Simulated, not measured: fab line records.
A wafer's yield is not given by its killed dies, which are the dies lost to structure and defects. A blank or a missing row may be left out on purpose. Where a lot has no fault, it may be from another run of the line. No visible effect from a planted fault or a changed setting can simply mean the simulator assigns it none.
The same fault as seen by 2 desks | flow gf180mcu | what lay behind the numbers comes last; until then each desk has only its own

## FOR THE TOOL OWNER'S DESK: rie_diel-04
The tool's own readings at GF_V5_ETCH_16 (etches BARC in N2/H2): means of the sampled wafers that have a number, for each lot that ran on this tool. A lot is out of limits, marked OUT, if its mean lies more than 4 standard deviations from the usual mean; the brackets give that distance.
Columns: A = bias_w at GF_V5_ETCH_16, usual 100.08 W; B = drypump_motor_current_A at GF_V5_ETCH_16, usual 5.4 A; C = h2_flow_sccm at GF_V5_ETCH_16, usual 200.0 sccm; D = oes_product_au at GF_V5_ETCH_16, usual 0.854 a.u.; E = throttle_valve_pct at GF_V5_ETCH_16, usual 13.226 %
lot  | first seen here | A               | B   | C     | D     | E
L114 | day 27 21:37    | 100.12          | 5.1 | 200.7 | 0.856 | 13.229
L121 | day 30 09:02    | 95.72 (-15) OUT | 5.3 | 199.7 | 0.859 | 13.232
This desk's finding: out of limits on L121; first on L121, day 30 09:02 (bias_w at GF_V5_ETCH_16). In limits: L114.

## AT THE METROLOGY DESK
Lot by lot, what the gauges showed, no matter which tool ran the lot: averages of those sampled wafers that carry a number. A lot is out of limits, marked OUT, if its mean lies more than 4 standard deviations from the usual mean; the brackets give that distance.
Columns: A = V5_BOW at GF_V5_BOW_MEAS_05, usual 135 um; B = cd_nm at GF_V5_CD_MEAS_14, usual 260.1 nm; C = V5_OVL at GF_V5_OVL_MEAS_15, usual -1 nm
lot  | first seen here | A   | B     | C
L113 | day 26 16:17    | 141 | 260.2 | -11
L114 | day 27 01:46    | 129 | 260.6 | -6
L121 | day 29 14:16    | 142 | 262.2 | -6
L129 | day 31 13:36    | 128 | 259.1 | -7
L135 | day 33 07:16    | 132 | 260.9 | 2
This desk found nothing out of limits on any of the 5 lots.

## ALL TOGETHER
The tool owner's desk could have raised an alarm at day 30 09:02, on L121.
The metrology desk saw nothing out of limits.
The metrology desk holds a record of L121, inside its limits.
GF_V5_ETCH_16 was run on rie_diel-04 by each of the lots named.

## WHAT THE SIMULATOR PUT IN
rie_diel-04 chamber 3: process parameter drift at GF_V5_ETCH_16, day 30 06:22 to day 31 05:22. A move of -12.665 in setting bias_w, from 100. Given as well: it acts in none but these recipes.
Struck lots among those shown: L121.
How many hours passed from the start of the fault until each desk's first out-of-limits reading: the tool owner's desk, 3.
